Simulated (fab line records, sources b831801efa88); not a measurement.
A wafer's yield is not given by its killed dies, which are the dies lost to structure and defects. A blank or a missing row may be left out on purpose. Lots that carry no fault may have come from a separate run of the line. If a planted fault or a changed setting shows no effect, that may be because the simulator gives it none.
A struck lot beside a sound one || flow sky130 || 30 steps out of a route of 708
Sound: the wafers L834.1, L834.4, L834.6. The struck wafers were L829.1, L829.4, L829.5. At the end, the cause is stated.
At each step with rows: each side's tool, then ch and its chambers, then its first start. Under that, the readings that differ: sound wafers || struck wafers || difference of the means || sigmas: that difference in standard deviations of wafers without a fault.
alike: a reading whose means differ by less than 2 such deviations, as well as words and numbers matching on both sides. not compared: withheld readings; readings where some wafer has no value; bounds like >300 that might hide an equal value; numbers whose values overlap and for which the record gives no deviation.
The two part at a step that has a row with sigmas, a row that says differs or no value, or rows on one side only. Non-overlapping numbers with no deviation appear without sigmas and do not part them. A reading missing from all wafers of one side parts the sides only when that side holds two or more wafers.

SKY_PWDE_STRIP_09: strips in O2/N2.
  sound on plasmaAsher-04 ch 0,1, day 7 10:05; struck on plasmaAsher-03 ch 0,1, day 6 08:47
  alike: drypumpMotorCurrentA, oesProductAu, stripTimeToEndpointS
  not compared: rfHoursCounterH
SKY_PWDE_TW_MEAS_10:
  struck on filmMetro-02, day 6 08:53; sound on filmMetro-01, day 7 10:11
{"reading": "PWDE_TW", "sound": "382 381 386", "struck": "373 373 372", "difference": -10, "sigmas": -2}
then, 7 steps without rows for these wafers: SKY_NWELL_DEHYDRATE_03 (time 60 s); SKY_NWELL_HMDS_04 (prime time 60 s); SKY_NWELL_COAT_05 (resist thk 3000 nm); SKY_NWELL_SOFTBAKE_06; SKY_NWELL_EXPOSE_07 (exposes mask NWM, target cd 840 nm); SKY_NWELL_PEB_08; SKY_NWELL_DEVELOP_09 (develop time 60 s).
SKY_NWELL_OVL_MEAS_10:
  struck on overlay-01, day 7 03:35; sound on overlay-01, day 8 04:35
{"reading": "NWELL_00_OVL (nm)", "sound": "3.3 1.7 1.8", "struck": "-0.2 -0.1 -0.2", "difference": -2.4, "sigmas": -2}
then, 2 steps without rows for these wafers: SKY_NWELL_IMPLANT_11; SKY_NWELL_IMPLANT_12.
SKY_NWELL_IMPLANT_13:
  sound on implanter-04 ch 0, day 8 04:56; struck on implanter-02 ch 0, day 7 03:56
{"reading": "doseIonsCm2", "sound": "6.994e+11 6.986e+11 6.992e+11", "struck": "9.747e+11 9.75e+11 9.765e+11", "difference": "+2.763e+11", "sigmas": "+99 or more"}
{"reading": "faradayCurrentUA", "sound": "3.91 4.03 3.95", "struck": "5.67 5.58 5.36", "difference": "+1.57", "sigmas": "+21"}
SKY_NWELL_STRIP_14: strips in O2/N2.
  sound on plasmaAsher-02 ch 1, day 8 05:05; struck on plasmaAsher-02 ch 1, day 7 04:05
  alike: drypumpMotorCurrentA, oesProductAu, stripTimeToEndpointS
  not compared: rfHoursCounterH
SKY_NWELL_TW_MEAS_15:
  struck on filmMetro-02, day 7 04:11; sound on filmMetro-02, day 8 05:11
  alike: NWELL_TW
then, 7 steps without rows for these wafers: SKY_NWELL_DEHYDRATE_16 (time 60 s); SKY_NWELL_HMDS_17 (prime time 60 s); SKY_NWELL_COAT_18 (resist thk 3000 nm); SKY_NWELL_SOFTBAKE_19; SKY_NWELL_EXPOSE_20 (exposes mask NWM COMPLEMENT, target cd 840 nm); SKY_NWELL_PEB_21; SKY_NWELL_DEVELOP_22 (develop time 60 s).
SKY_NWELL_OVL_MEAS_23:
  struck on overlay-01, day 7 23:28; sound on overlay-02, day 9 01:34
  alike: NWELL_01_OVL
following that, these wafers have no rows for 1 step: SKY_NWELL_IMPLANT_24.
SKY_NWELL_STRIP_25: strips in O2/N2.
  sound on plasmaAsher-03 ch 0, day 9 01:45; struck on plasmaAsher-04 ch 1, day 7 23:39
{"reading": "drypumpMotorCurrentA (A)", "sound": "5.2 5.3 5.2", "struck": "5.9 5.9 5.9", "difference": "+0.7", "sigmas": "+2"}
  alike: oesProductAu, stripTimeToEndpointS
  not compared: rfHoursCounterH
SKY_NWELL_TW_MEAS_26:
  struck on filmMetro-02, day 7 23:45; sound on filmMetro-03, day 9 01:51
  alike: NWELL_2_TW
then, 1 step without rows for these wafers: SKY_NWELL_CLEAN_27 (cleans in SC1/SC2, time 150 s).
SKY_NWELL_RTA_28: time 30 s.
  sound on rtpAnneal-01 ch 0, day 9 02:01; struck on rtpAnneal-02 ch 0, day 7 23:52
  alike: lampPowerPct, wafer_temp_C_max
SKY_NWELL_RS_MEAS_29: measurement is done with a four-point probe.
  struck on filmMetro-03, day 7 23:58; sound on filmMetro-02, day 9 02:07
{"reading": "NWELL_RS (ohm/sq)", "sound": "625.0 625.4 625.5", "struck": "617.5 620.0 619.6", "difference": -6.3, "sigmas": -4}
-- the record jumps here: 41 days lie between the struck wafers' starts before and after (it left off in module NWELL and takes up again in module PAD_OPEN, whose first step shown is number 708 of the route) --
SKY_PAD_OPEN_PROBE_99:
  struck on prober-01, day 48 16:56; sound on prober-01, day 49 10:32
{"reading": "model.etest.nfet_16v.rOnOhmUm", "sound": "1.405e+04 1.398e+04 1.396e+04", "struck": "1.37e+04 1.363e+04 1.356e+04", "difference": -3.67e+02, "sigmas": ""}
{"reading": "model.etest.tip_p_5v.rsOhmSq", "sound": "2855 2864 2847", "struck": "2878 2872 2871", "difference": "+18", "sigmas": ""}
{"reading": "model.etest.pfetG5v0d10v5.driveUaUm", "sound": "336.4 335.9 338.9", "struck": "333.8 331.4 334.3", "difference": -3.9, "sigmas": ""}
{"reading": "model.etest.pfet_01v8_lvt.driveUaUm", "sound": "170.3 173 173.2", "struck": "167.2 164.1 167.7", "difference": -5.8, "sigmas": ""}
{"reading": "model.etest.pfet_01v8_lvt.offLog10AUm", "sound": "-9.065 -9.015 -9.041", "struck": "-9.844 -10.17 -9.637", "difference": -0.843, "sigmas": ""}
{"reading": "model.etest.pfetG5v0d10v5.offLog10AUm", "sound": "-12.88 -12.81 -12.97", "struck": "-13.33 -13.36 -13.39", "difference": -0.47, "sigmas": ""}
{"reading": "model.etest.pfetG5v0d10v5.vtSatV (V)", "sound": "-0.6602 -0.6709 -0.6616", "struck": "-0.7585 -0.7616 -0.7343", "difference": -0.0872, "sigmas": ""}
  alike: killed_at_M0_to_M3, killed_at_M4_up, killedAtContacts, killedAtFrontEnd, killedAtOther, killedDies, killedOpen, killedShort
  not compared: model.etest.pfetG5v0d10v5.rOnOhmUm

WHERE THEY PART
Earliest at SKY_PWDE_TW_MEAS_10; latest, in this record, at SKY_NWELL_RS_MEAS_29. Later steps at which nothing parts them and some readings are alike: SKY_PAD_OPEN_PROBE_99.

WHY: whatever the simulator had introduced
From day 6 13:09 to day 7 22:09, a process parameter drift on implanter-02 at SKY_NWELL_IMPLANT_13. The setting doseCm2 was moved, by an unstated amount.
